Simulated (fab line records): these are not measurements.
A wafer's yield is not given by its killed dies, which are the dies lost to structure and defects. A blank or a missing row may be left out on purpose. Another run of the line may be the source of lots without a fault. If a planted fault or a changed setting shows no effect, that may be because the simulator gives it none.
Chamber matching -- flow sfq line -- rie diel-03 running SFQ_TRILAYER_I3_VIA_ETCH_VIA_ETCH_088: 4 sister chambers
The step etches SiO2 in CHF3, stops on Nb, target depth 260 nm. 8 wafers are shown with their chamber, then 7 later ones without.

WAFERS WITH THEIR CHAMBER
wafer,chamber,drypump motor current A (A),oes product au (a.u.)
L146.1,1,5.64,0.868
L147.2,0,5.44,0.849
L147.5,3,5.80,0.857
L151.3,2,5.76,0.862
L151.5,2,5.75,0.854
L151.6,3,5.83,0.848
L163.3,0,5.41,0.861
L163.4,1,5.65,0.851

WAFERS WHOSE CHAMBER IS MISSING
wafer,drypump motor current A (A),oes product au (a.u.)
L163.6,5.43,0.858
L165.1,5.75,0.855
L165.5,5.63,0.854
L165.6,5.76,0.853
L168.1,5.75,0.857
L168.4,5.43,0.846
L168.5,5.76,0.859

THE CHAMBER EACH PASSED THROUGH
wafer,from the rows above,in truth
L163.6,0,0
L165.1,2,2
L165.5,1,1
L165.6,2,2
L168.1,2,2
L168.4,0,0
L168.5,2,2
Placed correctly: 7 of 7. Left unplaced by these rows: 0. Wrongly placed: 0.
How it was worked out, from the rows above alone: a wafer's distance from a chamber is the root of the sum, over the readings, of the square of ((its reading less the chamber's mean) divided by the reading's scatter). The wafer belongs to the nearest chamber; if the next one is less than 2 further off, it can't be placed. The mean given for a chamber averages the wafers shown for that chamber. The scatter: take each reading less its chamber's mean, square it, sum over the shown wafers, divide by the number of wafers less the number of chambers, and take the root.
